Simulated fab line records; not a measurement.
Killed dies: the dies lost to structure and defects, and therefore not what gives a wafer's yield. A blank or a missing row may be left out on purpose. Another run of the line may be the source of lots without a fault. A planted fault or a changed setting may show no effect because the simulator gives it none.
Struck lot and sound lot, side by side	flow gf180mcu	17 out of 602 route steps
Sound: the wafers L185.1, L185.4, L185.5. Struck: wafer L197.5 (left out: L197.3, a lot-mate that was not struck); the cause follows at the end.
Per side, at each step with rows, come the tool, then ch with its chambers, and then its first start. Under that, the readings that differ: sound wafers	struck wafers	difference of the means	sigmas: that difference in standard deviations of wafers without a fault.
alike: words and numbers the same on both sides, and readings whose means are apart by under 2 such deviations; not compared: readings that were withheld, readings missing a value for some wafer, numbers with overlapping values and no deviation given by the record, and bounds like >300 which may hide the same value.
The two part at a step that has a row with sigmas, a row that says differs or no value, or rows on one side only. Numbers that have no deviation but don't overlap get no sigmas and don't part them. Lack of a reading on every wafer of one side parts them only where that side has two or more wafers.

first, 4 steps without rows for these wafers: GF_M4_SOFTBAKE_10 (time 60 s); GF_M4_EXPOSE_11 (exposes mask Metal4, target cd 280 nm); GF_M4_PEB_12 (peb time 90 s); GF_M4_DEVELOP_13 (develop time 60 s).
GF_M4_CD_MEAS_14: the cd target is 280 nm.
  sound: cd_sem-01 at day 23 20:16; struck: cd_sem-01 at day 28 12:21
  alike: cd_nm
GF_M4_OVL_MEAS_15:
  sound: overlay-01 at day 23 20:23; struck: overlay-02 at day 28 12:26
  alike: M4_OVL
GF_M4_METAL_ETCH_16: etches the open film in Cl2/BCl3, stops on SiO2, target depth 750.8 nm, time 125.1 s.
  sound on rie_metal-03 ch 0,1, day 23 20:26; struck on rie_metal-03 ch 0, day 28 12:31
  alike: drypump_motor_current_A, oes_product_au, throttle_valve_pct
  not compared: rf_hours_counter_h
GF_M4_STRIP_17: strips in O2/N2.
  sound on plasma_asher-01 ch 0,1, day 23 20:34; struck on plasma_asher-02 ch 1, day 28 12:37
  alike: drypump_motor_current_A, heater_power_w, o2_flow_sccm, oes_product_au, strip_time_to_endpoint_s
  not compared: rf_hours_counter_h
then, 3 steps without rows for these wafers: GF_M4_STRIP_18 (strips in post etch residue remover, time 1200 s); GF_M4_CLEAN_19 (cleans in DIW); GF_V4_CVD_00 (deposits SiO2, target thk 600 nm, time 100 s).
GF_V4_THK_MEAS_01:
  sound: film_metro-03 at day 23 21:11; struck: film_metro-03 at day 28 13:13
  alike: V4_CVD_00_THK
GF_V4_CVD_02: deposits SiO2 from TEOS, target thk 850 nm, time 94.851 s.
  sound on pecvd-03 ch 0,1,2, day 23 21:14; struck on pecvd-04 ch 2, day 28 13:16
reading	sound	struck	difference	sigmas
model.SiO2_of_V4_CVD_02.thk_nm (nm)	825.5 865.3 875.4	773.1	-82.3	
  alike: heater_power_w
GF_V4_THK_MEAS_03:
  sound: film_metro-01 at day 23 21:19; struck: film_metro-04 at day 28 13:21
reading	sound	struck	difference	sigmas
V4_CVD_02_THK (nm)	826 864 875	773	-82	-7
GF_V4_CMP_04: polishes SiO2.
  sound on cmp-01 ch 1,3, day 23 21:22; struck on cmp-02 ch 0, day 28 13:29
reading	sound	struck	difference	sigmas
time_to_endpoint_s (s)	70 85 89	57	-24	-4
  alike: motor_current_A, slurry_flow_ml_min
GF_V4_BOW_MEAS_05:
  sound: film_metro-01 at day 23 21:40; struck: film_metro-04 at day 28 13:44
  alike: V4_BOW
GF_PASSIVATION_PROBE_99:
  the record has rows for the sound wafers here (prober-02, day 29 09:44) and none for the struck ones

== WHERE THEY PART ==
Last at GF_PASSIVATION_PROBE_99 as far as this record goes, first at GF_V4_THK_MEAS_03.

WHY: the cause the simulator had injected
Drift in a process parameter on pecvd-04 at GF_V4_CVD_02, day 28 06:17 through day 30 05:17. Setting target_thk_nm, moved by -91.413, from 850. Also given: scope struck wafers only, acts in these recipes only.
